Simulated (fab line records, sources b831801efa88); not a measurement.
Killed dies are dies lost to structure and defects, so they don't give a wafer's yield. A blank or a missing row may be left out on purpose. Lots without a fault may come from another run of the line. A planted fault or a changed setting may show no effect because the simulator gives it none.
Chamber matching | flow sky130 | SKY_LI_CONTACT_CMP_02 on cmp-02: 4 sister chambers
The step polishes PSG. 14 wafers are shown with their chamber, then 7 later ones without.

WAFERS WITH THEIR CHAMBER
wafer  | chamber | motor_current_A (A) | time_to_endpoint_s (s)
L345.1 | 1       | 10.7                | 33.2
L345.5 | 2       | 10.1                | 31.4
L345.6 | 1       | 10.5                | 34.9
L347.4 | 1       | 11.2                | 31.5
L347.5 | 3       | 13.6                | 32.2
L347.6 | 0       | 11.4                | 32.9
L348.1 | 3       | 14.0                | 34.1
L348.2 | 1       | 11.0                | 35.3
L348.3 | 0       | 11.3                | 31.4
L352.1 | 0       | 11.8                | 30.2
L352.3 | 3       | 13.4                | 32.2
L352.6 | 1       | 10.8                | 32.2
L359.1 | 0       | 11.4                | 30.6
L359.5 | 1       | 10.6                | 32.1

SIGNATURES (means of the wafers above)
reading            | chamber 0 | chamber 1 | chamber 2 | chamber 3 | scatter within a chamber
motor_current_A    | 11.475    | 10.800    | 10.100    | 13.667    | 0.26
time_to_endpoint_s | 31.275    | 33.200    | 31.400    | 32.833    | 1.38
Rule: a wafer's distance from a chamber is the root of the sum, over the readings, of the square of ((its reading less the chamber's mean) divided by the reading's scatter). The wafer belongs to the nearest chamber; if the next one is less than 2 further off, it can't be placed. The scatter: the root of (the sum of the squares of (reading less its chamber's mean) over the shown wafers, divided by (wafers less chambers)).

WAFERS WITHOUT THEIR CHAMBER
wafer  | motor_current_A (A) | time_to_endpoint_s (s)
L359.6 | 11.3                | 34.1
L362.1 | 11.9                | 29.2
L362.3 | 10.1                | 28.8
L362.6 | 10.8                | 29.8
L363.1 | 10.0                | 27.9
L363.2 | 11.2                | 32.6
L363.3 | 14.6                | 31.6

WHICH CHAMBER EACH WENT THROUGH
wafer  | from the rows above          | in truth
L359.6 | can't be placed: 1 or 0      | 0
L362.1 | 0                            | 0
L362.3 | 2                            | 2
L362.6 | can't be placed: 1 or 0 or 2 | 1
L363.1 | 2                            | 2
L363.2 | can't be placed: 0 or 1      | 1
L363.3 | 3                            | 3
Placed correctly: 4 of 7. Can't be placed from these rows: 3 (the true chamber is among the candidates in 3). Placed wrongly: 0.
